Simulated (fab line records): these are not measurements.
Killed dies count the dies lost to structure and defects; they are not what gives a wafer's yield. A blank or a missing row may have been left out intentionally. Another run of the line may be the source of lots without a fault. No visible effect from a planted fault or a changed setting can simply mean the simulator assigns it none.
fab line records    flow gf180mcu
record: lots: 24  wafers: 72  last-day: 34
route steps=602 shown V3@451 M4@471 V4@477 MIM@508 M5@537 V5@564
lots that met no fault: from a run of the same line without faults
start-h: start of the lot's first displayed wafer, in hours after the record's first day    wait-h: hours from the lot's prior step to this one    " as in the row above    L1.1+2: several wafers, shown together as one row    - either no value or no given start    * or withheld: withheld    < > ~ a bound
route shown NAME@n: NAME is a module with steps in the file, n the number in the route of the first one    usual: the fault-free wafers' mean and standard deviation    same: alike in all rows    chamber/n: place in a boat    sites: each site's reading    _std_site: the values' standard deviation    _edge_site: the outer-site mean with the inner-site mean subtracted    radius-mm: for every site, how far away it sits from the centre of the wafer    mask NAME#n: copy n    behind: the last tool/chamber to shape the wafer    hold: cause of the lot's hold/its duration in hours/its outcome    device: the n, p or np transistor that did not switch    end of line: the same wafers' tests at the end of the route    step lacking rows: just its recipe    killed: dies lost to structure and defects at the first sort, not the wafer's yield    map: a wafer's dies, marking killed ones x, the rest . and places with no die _
set.NAME: the run value of the setting; set.NAME@STEP: its run value at that earlier step    model.NAME: the simulator's own value behind a step, which no gauge read
route steps across a sampled set of lots; one table per step, one row per wafer
services: the hour from which a tool's chamber was out of use, counted from the record's first day as start-h (under 0 if before that day), plus the number of hours and why
== steps ==
step: GF_V3_SPUTTER_22
recipe: material: TiN  target-thk-nm: 10  chamber-pressure-pa: 5  power-w: 4000  time-s: 40
usual: throttle-valve-pct: 29.9/0.79
same: time-s: 40
lot.wafer  tool            chamber  start-h  wait-h  throttle-valve-pct
L074.1     pvd-sputter-01  -        518.15   0.0     31.6
L074.2     "               -        "        "       29.2
L074.5     "               -        "        "       29.0
L075.1     pvd-sputter-04  -        523.91   0.0     30.4
L075.4     "               -        "        "       30.4
L075.6     "               -        "        "       30.5
L076.1     pvd-sputter-01  -        535.73   0.0     31.6
L076.3     "               -        "        "       29.2
L076.6     "               -        "        "       29.1
L077.1     pvd-sputter-02  -        544.05   0.0     29.0
L077.3     "               -        "        "       30.8
L077.5     "               -        "        "       29.9
L078.2     pvd-sputter-01  -        551.31   0.0     31.4
L078.3     "               -        "        "       28.9
L078.5     "               -        "        "       31.4
L079.1     pvd-sputter-04  -        559.54   0.0     30.4
L079.3     "               -        "        "       30.4
L079.6     "               -        "        "       30.8
L080.1     pvd-sputter-01  -        574.67   0.0     29.1
L080.2     "               -        "        "       28.9
L080.3     "               -        "        "       30.6
L081.2     pvd-sputter-02  -        587.08   0.0     29.3
L081.3     "               -        "        "       30.5
L081.4     "               -        "        "       28.9
L082.2     pvd-sputter-04  -        589.90   0.0     30.6
L082.5     "               -        "        "       30.0
L082.6     "               -        "        "       29.3
L083.1     pvd-sputter-04  -        595.39   0.0     30.2
L083.3     "               -        "        "       30.6
L083.4     "               -        "        "       29.3
L084.1     pvd-sputter-04  -        602.74   0.0     30.0
L084.2     "               -        "        "       29.6
L084.3     "               -        "        "       30.7
L085.2     pvd-sputter-02  -        607.04   0.0     30.9
L085.5     "               -        "        "       29.1
L085.6     "               -        "        "       30.6
L086.2     pvd-sputter-02  -        615.49   0.0     29.0
L086.3     "               -        "        "       30.4
L086.6     "               -        "        "       29.1
L087.1     pvd-sputter-02  -        626.51   0.0     29.0
L087.2     "               -        "        "       30.1
L087.3     "               -        "        "       30.8
L088.1     pvd-sputter-04  -        636.10   0.0     30.2
L088.4     "               -        "        "       30.2
L088.6     "               -        "        "       29.8
L089.4     pvd-sputter-01  -        640.19   0.0     29.1
L089.5     "               -        "        "       31.4
L089.6     "               -        "        "       29.2
L090.2     pvd-sputter-04  -        644.69   0.0     29.3
L090.3     "               -        "        "       30.7
L090.4     "               -        "        "       29.8
L091.1     pvd-sputter-01  -        655.04   0.0     29.3
L091.3     "               -        "        "       30.2
L091.4     "               -        "        "       29.1
L092.2     pvd-sputter-02  -        656.45   0.0     30.6
L092.5     "               -        "        "       30.0
L092.6     "               -        "        "       28.9
L093.1     pvd-sputter-02  -        666.05   0.0     29.8
L093.5     "               -        "        "       30.5
L093.6     "               -        "        "       28.9
L094.2     pvd-sputter-02  -        678.82   0.0     29.9
L094.3     "               -        "        "       30.4
L094.5     "               -        "        "       29.1
L095.1     pvd-sputter-01  -        679.62   0.0     29.3
L095.2     "               -        "        "       29.3
L095.6     "               -        "        "       29.0
L096.3     pvd-sputter-01  -        687.97   0.0     29.1
L096.4     "               -        "        "       29.1
L096.5     "               -        "        "       28.9
L097.2     pvd-sputter-02  -        693.39   0.0     30.8
L097.4     "               -        "        "       30.1
L097.6     "               -        "        "       30.1
step: GF_M4_OVL_MEAS_15
usual: M4_OVL: 3/5.1
lot.wafer  tool        chamber  start-h  wait-h  M4_OVL[nm]
L074.1     overlay-02  -        541.49   0.1     -4
L074.2     "           -        "        "       2
L074.5     "           -        "        "       3
L075.1     overlay-02  -        546.89   0.1     -1
L075.4     "           -        "        "       -4
L075.6     "           -        "        "       4
L076.1     overlay-01  -        559.14   0.1     2
L076.3     "           -        "        "       9
L076.6     "           -        "        "       1
L077.1     overlay-02  -        567.29   0.1     5
L077.3     "           -        "        "       6
L077.5     "           -        "        "       2
L078.2     overlay-02  -        574.24   0.1     1
L078.3     "           -        "        "       6
L078.5     "           -        "        "       9
L079.1     overlay-02  -        582.64   0.1     1
L079.3     "           -        "        "       7
L079.6     "           -        "        "       9
L080.1     overlay-02  -        597.19   0.1     5
L080.2     "           -        "        "       5
L080.3     "           -        "        "       3
L081.2     overlay-02  -        608.59   0.1     10
L081.3     "           -        "        "       6
L081.4     "           -        "        "       1
L082.2     overlay-01  -        611.34   0.1     9
L082.5     "           -        "        "       2
L082.6     "           -        "        "       8
L083.1     overlay-02  -        617.39   0.1     1
L083.3     "           -        "        "       7
L083.4     "           -        "        "       -8
L084.1     overlay-02  -        625.08   0.1     1
L084.2     "           -        "        "       1
L084.3     "           -        "        "       3
L085.2     overlay-02  -        628.64   0.1     13
L085.5     "           -        "        "       8
L085.6     "           -        "        "       8
L086.2     overlay-02  -        636.59   0.1     12
L086.3     "           -        "        "       8
L086.6     "           -        "        "       8
L087.1     overlay-02  -        646.99   0.1     12
L087.2     "           -        "        "       8
L087.3     "           -        "        "       8
L088.1     overlay-01  -        656.78   0.1     3
L088.4     "           -        "        "       2
L088.6     "           -        "        "       -1
L089.4     overlay-02  -        660.90   0.1     -2
L089.5     "           -        "        "       -4
L089.6     "           -        "        "       -2
L090.2     overlay-02  -        665.05   0.1     8
L090.3     "           -        "        "       5
L090.4     "           -        "        "       9
L091.1     overlay-01  -        674.98   0.1     0
L091.3     "           -        "        "       6
L091.4     "           -        "        "       6
L092.2     overlay-02  -        677.10   0.1     -4
L092.5     "           -        "        "       2
L092.6     "           -        "        "       3
L093.1     overlay-01  -        686.28   0.1     6
L093.5     "           -        "        "       9
L093.6     "           -        "        "       5
L094.2     overlay-02  -        698.34   0.1     9
L094.3     "           -        "        "       15
L094.5     "           -        "        "       10
L095.1     overlay-02  -        700.19   0.1     0
L095.2     "           -        "        "       6
L095.6     "           -        "        "       2
L096.3     overlay-02  -        707.25   0.1     -5
L096.4     "           -        "        "       -9
L096.5     "           -        "        "       -4
L097.2     overlay-02  -        712.15   0.1     0
L097.4     "           -        "        "       1
L097.6     "           -        "        "       -4
step: GF_V4_THK_MEAS_01
recipe: reads: SiO2_of_V4_CVD_00
usual: V4_CVD_00_THK: 601/7.6
lot.wafer  tool           chamber  start-h  wait-h  V4_CVD_00_THK[nm]
L074.1     film-metro-01  -        542.39   0.0     612
L074.2     "              -        "        "       598
L074.5     "              -        "        "       604
L075.1     film-metro-03  -        547.66   0.0     604
L075.4     "              -        "        "       602
L075.6     "              -        "        "       611
L076.1     film-metro-03  -        560.04   0.0     610
L076.3     "              -        "        "       610
L076.6     "              -        "        "       606
L077.1     film-metro-03  -        568.09   0.1     603
L077.3     "              -        "        "       605
L077.5     "              -        "        "       604
L078.2     film-metro-04  -        575.15   0.0     604
L078.3     "              -        "        "       616
L078.5     "              -        "        "       611
L079.1     film-metro-01  -        583.45   0.0     608
L079.3     "              -        "        "       599
L079.6     "              -        "        "       606
L080.1     film-metro-03  -        598.10   0.0     583
L080.2     "              -        "        "       587
L080.3     "              -        "        "       585
L081.2     film-metro-03  -        609.51   0.0     622
L081.3     "              -        "        "       607
L081.4     "              -        "        "       609
L082.2     film-metro-01  -        612.11   0.0     605
L082.5     "              -        "        "       603
L082.6     "              -        "        "       597
L083.1     film-metro-01  -        618.17   0.0     594
L083.3     "              -        "        "       603
L083.4     "              -        "        "       602
L084.1     film-metro-01  -        626.05   0.0     596
L084.2     "              -        "        "       595
L084.3     "              -        "        "       594
L085.2     film-metro-04  -        629.41   0.0     600
L085.5     "              -        "        "       597
L085.6     "              -        "        "       606
L086.2     film-metro-03  -        637.37   0.0     605
L086.3     "              -        "        "       592
L086.6     "              -        "        "       609
L087.1     film-metro-04  -        647.76   0.0     597
L087.2     "              -        "        "       592
L087.3     "              -        "        "       585
L088.1     film-metro-03  -        657.57   0.0     610
L088.4     "              -        "        "       604
L088.6     "              -        "        "       600
L089.4     film-metro-03  -        661.69   0.0     593
L089.5     "              -        "        "       602
L089.6     "              -        "        "       596
L090.2     film-metro-03  -        665.83   0.0     600
L090.3     "              -        "        "       609
L090.4     "              -        "        "       606
L091.1     film-metro-04  -        675.76   0.0     592
L091.3     "              -        "        "       593
L091.4     "              -        "        "       593
L092.2     film-metro-04  -        677.87   0.0     601
L092.5     "              -        "        "       596
L092.6     "              -        "        "       602
L093.1     film-metro-03  -        687.09   0.0     603
L093.5     "              -        "        "       601
L093.6     "              -        "        "       601
L094.2     film-metro-03  -        699.15   0.0     600
L094.3     "              -        "        "       592
L094.5     "              -        "        "       594
L095.1     film-metro-03  -        701.01   0.0     597
L095.2     "              -        "        "       599
L095.6     "              -        "        "       590
L096.3     film-metro-04  -        708.06   0.1     603
L096.4     "              -        "        "       608
L096.5     "              -        "        "       598
L097.2     film-metro-01  -        712.95   0.0     587
L097.4     "              -        "        "       596
L097.6     "              -        "        "       586
step: GF_MIM_CVD_05
recipe: material: Si3N4  target-thk-nm: 42  temp-max-c: 400  temp-c: 385  time-s: 29.086  rf-w: 450
usual: heater-power-w: 595/63
same: time-s: 29.086
lot.wafer  tool      chamber  start-h  wait-h  heater-power-w
L074.1     pecvd-03  2        566.75   0.0     664
L074.2     "         0        "        "       614
L074.5     "         1        "        "       553
L075.1     pecvd-04  1        572.57   0.0     593
L075.4     "         0        "        "       587
L075.6     "         1        "        "       622
L076.1     pecvd-04  0        584.37   0.0     579
L076.3     "         1        "        "       554
L076.6     "         2        "        "       511
L077.1     pecvd-02  0        592.00   0.0     588
L077.3     "         2        "        "       682
L077.5     "         2        "        "       687
L078.2     pecvd-02  2        599.42   0.0     581
L078.3     "         1        "        "       654
L078.5     "         0        "        "       502
L079.1     pecvd-04  2        606.50   0.0     599
L079.3     "         0        "        "       625
L079.6     "         2        "        "       483
L080.1     pecvd-04  1        621.92   0.0     597
L080.2     "         0        "        "       601
L080.3     "         2        "        "       572
L081.2     pecvd-04  0        632.75   0.0     600
L081.3     "         1        "        "       596
L081.4     "         0        "        "       617
L082.2     pecvd-03  1        634.95   0.0     555
L082.5     "         1        "        "       549
L082.6     "         0        "        "       603
L083.1     pecvd-03  2        640.78   0.0     659
L083.3     "         0        "        "       650
L083.4     "         0        "        "       640
L084.1     pecvd-02  0        651.23   0.0     527
L084.2     "         2        "        "       629
L084.3     "         1        "        "       755
L085.2     pecvd-03  2        652.05   0.0     610
L085.5     "         0        "        "       646
L085.6     "         1        "        "       572
L086.2     pecvd-04  0        659.07   0.0     570
L086.3     "         1        "        "       592
L086.6     "         1        "        "       592
L087.1     pecvd-03  1        670.04   0.0     497
L087.2     "         0        "        "       623
L087.3     "         2        "        "       643
L088.1     pecvd-04  0        679.66   0.0     619
L088.4     "         2        "        "       544
L088.6     "         1        "        "       602
L089.4     pecvd-03  2        683.72   0.0     617
L089.5     "         1        "        "       495
L089.6     "         0        "        "       614
L090.2     pecvd-04  1        687.25   0.0     527
L090.3     "         2        "        "       585
L090.4     "         1        "        "       527
L091.1     pecvd-02  0        697.03   0.0     546
L091.3     "         1        "        "       755
L091.4     "         0        "        "       543
L092.2     pecvd-02  1        699.30   0.0     683
L092.5     "         2        "        "       673
L092.6     "         1        "        "       670
L093.1     pecvd-03  2        707.82   0.0     639
L093.5     "         0        "        "       581
L093.6     "         2        "        "       632
L094.2     pecvd-03  2        719.37   0.0     665
L094.3     "         0        "        "       673
L094.5     "         0        "        "       681
L095.1     pecvd-03  1        721.52   0.0     478
L095.2     "         0        "        "       617
L095.6     "         1        "        "       475
L096.3     pecvd-03  1        728.24   0.0     532
L096.4     "         0        "        "       645
L096.5     "         2        "        "       697
L097.2     pecvd-04  1        733.27   0.0     606
L097.4     "         0        "        "       637
L097.6     "         1        "        "       597
step: GF_M5_STRIP_11
recipe: chemistry: O2/N2  power-w: 1400  pressure-mtorr: 1500  platen-temp-c: 250  o2-flow-sccm: 3000  n2-flow-sccm: 300  overash-fraction: 0.5
usual: drypump-motor-current-A: 5.6/0.57  heater-power-w: 340/17  oes-product-au: 0.524/0.0058  strip-time-to-endpoint-s: 7.07/0.094
lot.wafer  tool             chamber  start-h  wait-h  drypump-motor-current-A  heater-power-w  oes-product-au  rf-hours-counter-h  strip-time-to-endpoint-s
L074.1     plasma-asher-02  1        610.15   0.1     5.3                      356             0.527           48                  7.15
L074.2     "                0        "        "       5.3                      319             0.537           48                  7.28
L074.5     "                1        "        "       5.3                      338             0.518           -                   7.13
L075.1     plasma-asher-04  0        616.03   0.2     4.9                      358             0.523           102                 7.06
L075.4     "                0        "        "       5.0                      343             0.521           -                   7.05
L075.6     "                0        "        "       5.0                      349             0.522           -                   7.05
L076.1     plasma-asher-02  0        627.32   0.1     5.4                      329             0.533           50                  7.29
L076.3     "                1        "        "       5.3                      338             0.536           -                   7.27
L076.6     "                1        "        "       5.3                      345             0.528           -                   7.15
L077.1     plasma-asher-02  1        634.50   0.1     5.3                      350             0.525           51                  7.01
L077.3     "                1        "        "       5.3                      349             0.529           -                   7.08
L077.5     "                0        "        "       5.4                      325             0.527           -                   7.13
L078.2     plasma-asher-01  0        642.37   0.1     6.6                      368             0.521           22                  7.10
L078.3     "                1        "        "       5.2                      359             0.535           -                   7.25
L078.5     "                1        "        "       5.2                      361             0.520           -                   7.19
L079.1     plasma-asher-01  1        647.52   0.1     5.2                      351             0.526           22                  7.18
L079.3     "                0        "        "       6.6                      365             0.529           -                   7.20
L079.6     "                0        "        "       6.6                      369             0.534           -                   7.18
L080.1     plasma-asher-02  0        662.97   0.1     5.4                      331             0.525           54                  7.06
L080.2     "                1        "        "       5.3                      339             0.532           54                  7.09
L080.3     "                1        "        "       5.4                      339             0.524           -                   7.04
L081.2     plasma-asher-01  0        673.15   0.1     6.6                      363             0.517           26                  7.10
L081.3     "                0        "        "       6.6                      376             0.532           -                   7.13
L081.4     "                1        "        "       5.2                      350             0.533           -                   7.24
L082.2     plasma-asher-02  1        674.82   0.1     5.3                      347             0.521           56                  6.89
L082.5     "                0        "        "       5.4                      321             0.523           -                   7.00
L082.6     "                1        "        "       5.3                      340             0.519           -                   6.91
L083.1     plasma-asher-01  1        681.07   0.1     5.3                      353             0.518           27                  6.93
L083.3     "                0        "        "       6.6                      367             0.525           -                   7.03
L083.4     "                1        "        "       5.2                      350             0.520           -                   6.92
L084.1     plasma-asher-04  0        690.82   0.1     4.9                      352             0.520           109                 6.95
L084.2     "                1        "        "       6.6                      318             0.521           109                 7.11
L084.3     "                0        "        "       4.9                      353             0.524           -                   6.99
L085.2     plasma-asher-04  0        691.89   0.1     4.9                      349             0.524           109                 7.09
L085.5     "                1        "        "       6.6                      305             0.525           -                   7.07
L085.6     "                0        "        "       4.9                      348             0.524           -                   7.09
L086.2     plasma-asher-01  0        697.27   0.1     6.6                      373             0.530           29                  7.05
L086.3     "                1        "        "       5.2                      365             0.522           -                   7.06
L086.6     "                0        "        "       6.6                      364             0.528           -                   7.03
L087.1     plasma-asher-04  0        708.30   0.1     4.9                      348             0.532           110                 7.16
L087.2     "                1        "        "       6.5                      311             0.523           110                 7.11
L087.3     "                1        "        "       6.6                      313             0.526           -                   7.12
L088.1     plasma-asher-02  0        716.97   0.1     5.4                      328             0.520           60                  7.01
L088.4     "                0        "        "       5.4                      335             0.513           -                   6.96
L088.6     "                0        "        "       5.4                      327             0.526           -                   7.07
L089.4     plasma-asher-02  0        721.21   0.1     5.4                      328             0.526           -                   7.17
L089.5     "                0        "        "       5.4                      326             0.527           -                   7.13
L089.6     "                1        "        "       5.3                      348             0.523           -                   7.17
L090.2     plasma-asher-02  0        724.15   0.2     5.4                      334             0.525           61                  7.14
L090.3     "                1        "        "       5.4                      349             0.526           -                   7.13
L090.4     "                0        "        "       5.4                      323             0.531           -                   7.15
L091.1     plasma-asher-02  1        735.02   0.1     5.3                      344             0.525           62                  6.97
L091.3     "                1        "        "       5.3                      347             0.535           -                   7.00
L091.4     "                0        "        "       5.4                      327             0.515           -                   6.99
L092.2     plasma-asher-02  1        735.97   0.1     5.3                      352             0.525           62                  7.09
L092.5     "                0        "        "       5.4                      331             0.523           -                   7.11
L092.6     "                1        "        "       5.3                      349             0.525           -                   6.98
L093.1     plasma-asher-02  0        744.12   0.1     5.4                      326             0.524           63                  7.05
L093.5     "                1        "        "       5.4                      335             0.519           -                   7.06
L093.6     "                0        "        "       5.4                      323             0.519           -                   6.92
L094.2     plasma-asher-02  0        755.00   0.1     5.4                      338             0.520           64                  7.04
L094.3     "                0        "        "       5.4                      321             0.520           -                   7.02
L094.5     "                1        "        "       5.3                      342             0.523           -                   7.06
L095.1     plasma-asher-04  1        756.37   0.1     6.6                      305             0.525           1                   7.08
L095.2     "                0        "        "       4.9                      349             0.516           1                   6.94
L095.6     "                1        "        "       6.6                      317             0.527           -                   7.11
L096.3     plasma-asher-02  0        763.58   0.1     5.4                      326             0.517           -                   6.97
L096.4     "                1        "        "       5.4                      350             0.527           -                   7.08
L096.5     "                1        "        "       5.4                      346             0.529           -                   7.09
L097.2     plasma-asher-04  0        767.75   0.1     4.9                      341             0.517           3                   6.88
L097.4     "                0        "        "       4.9                      359             0.519           -                   6.90
L097.6     "                1        "        "       6.6                      303             0.511           -                   6.87
step: GF_V5_RS_MEAS_24
recipe: thk-meas-gauge: four-point-probe  reads: W_of_V5_CVD_23+TiN_of_V5_SPUTTER_22+Ti_of_V5_SPUTTER_21
usual: V5_W_RS: 0.327/0.0036
lot.wafer  tool           chamber  start-h  wait-h  V5_W_RS[ohm/sq]
L074.1     film-metro-02  -        633.27   0.1     0.331
L074.2     "              -        "        "       0.327
L074.5     "              -        "        "       0.329
L075.1     film-metro-01  -        638.25   0.1     0.330
L075.4     "              -        "        "       0.323
L075.6     "              -        "        "       0.329
L076.1     film-metro-02  -        649.82   0.1     0.329
L076.3     "              -        "        "       0.331
L076.6     "              -        "        "       0.333
L077.1     film-metro-02  -        656.17   0.1     0.324
L077.3     "              -        "        "       0.327
L077.5     "              -        "        "       0.327
L078.2     film-metro-04  -        664.58   0.1     0.324
L078.3     "              -        "        "       0.322
L078.5     "              -        "        "       0.326
L079.1     film-metro-02  -        669.08   0.1     0.329
L079.3     "              -        "        "       0.324
L079.6     "              -        "        "       0.327
L080.1     film-metro-02  -        684.37   0.1     0.332
L080.2     "              -        "        "       0.329
L080.3     "              -        "        "       0.336
L081.2     film-metro-01  -        694.12   0.1     0.328
L081.3     "              -        "        "       0.332
L081.4     "              -        "        "       0.329
L082.2     film-metro-01  -        696.08   0.1     0.329
L082.5     "              -        "        "       0.331
L082.6     "              -        "        "       0.325
L083.1     film-metro-01  -        702.01   0.1     0.324
L083.3     "              -        "        "       0.323
L083.4     "              -        "        "       0.322
L084.1     film-metro-01  -        711.95   0.1     0.328
L084.2     "              -        "        "       0.332
L084.3     "              -        "        "       0.325
L085.2     film-metro-02  -        712.74   0.1     0.326
L085.5     "              -        "        "       0.324
L085.6     "              -        "        "       0.322
L086.2     film-metro-01  -        717.34   0.1     0.328
L086.3     "              -        "        "       0.326
L086.6     "              -        "        "       0.325
L087.1     film-metro-02  -        728.86   0.1     0.325
L087.2     "              -        "        "       0.326
L087.3     "              -        "        "       0.325
L088.1     film-metro-01  -        737.09   0.1     0.331
L088.4     "              -        "        "       0.335
L088.6     "              -        "        "       0.326
L089.4     film-metro-01  -        740.78   0.1     0.325
L089.5     "              -        "        "       0.329
L089.6     "              -        "        "       0.322
L090.2     film-metro-02  -        743.81   0.1     0.332
L090.3     "              -        "        "       0.327
L090.4     "              -        "        "       0.328
L091.1     film-metro-02  -        753.86   0.1     0.327
L091.3     "              -        "        "       0.326
L091.4     "              -        "        "       0.327
L092.2     film-metro-04  -        754.64   0.1     0.324
L092.5     "              -        "        "       0.333
L092.6     "              -        "        "       0.328
L093.1     film-metro-01  -        763.01   0.1     0.328
L093.5     "              -        "        "       0.331
L093.6     "              -        "        "       0.326
L094.2     film-metro-04  -        773.34   0.1     0.326
L094.3     "              -        "        "       0.332
L094.5     "              -        "        "       0.329
L095.1     film-metro-02  -        774.43   0.1     0.326
L095.2     "              -        "        "       0.329
L095.6     "              -        "        "       0.330
L096.3     film-metro-01  -        782.27   0.1     0.323
L096.4     "              -        "        "       0.321
L096.5     "              -        "        "       0.325
L097.2     film-metro-02  -        785.64   0.1     0.328
L097.4     "              -        "        "       0.331
L097.6     "              -        "        "       0.325
== services ==
tool             chamber  start-h  hours  kind
plasma-asher-02  -        498.59   35.6   repair
pvd-sputter-04   -        534.53   3.6    repair
pvd-sputter-04   -        546.02   7.4    repair
pecvd-03         2        547.93   14.5   repair
pecvd-02         -        556.62   0.7    repair
pecvd-04         1        557.55   7.1    repair
pecvd-03         1        580.53   27.3   repair
plasma-asher-01  -        587.68   0.8    repair
pecvd-03         -        591.12   14.0   pm
pecvd-03         0        591.12   14.0   vent-cycle
pecvd-03         1        591.12   16.7   vent-cycle
pecvd-03         2        628.51   4.3    repair
pecvd-03         -        629.19   2.8    pm
pecvd-02         2        631.73   2.9    repair
pvd-sputter-01   -        641.80   2.0    repair
pecvd-04         -        652.51   1.0    repair
plasma-asher-04  -        672.71   14.6   pm
pecvd-04         1        695.32   21.3   repair
plasma-asher-04  -        701.77   2.3    repair
pecvd-04         -        706.50   6.0    pm
plasma-asher-04  -        733.75   9.0    pm
plasma-asher-02  -        758.47   0.4    repair
plasma-asher-01  -        764.45   13.4   repair
pvd-sputter-04   -        767.40   4.1    repair
== key ==
fault none
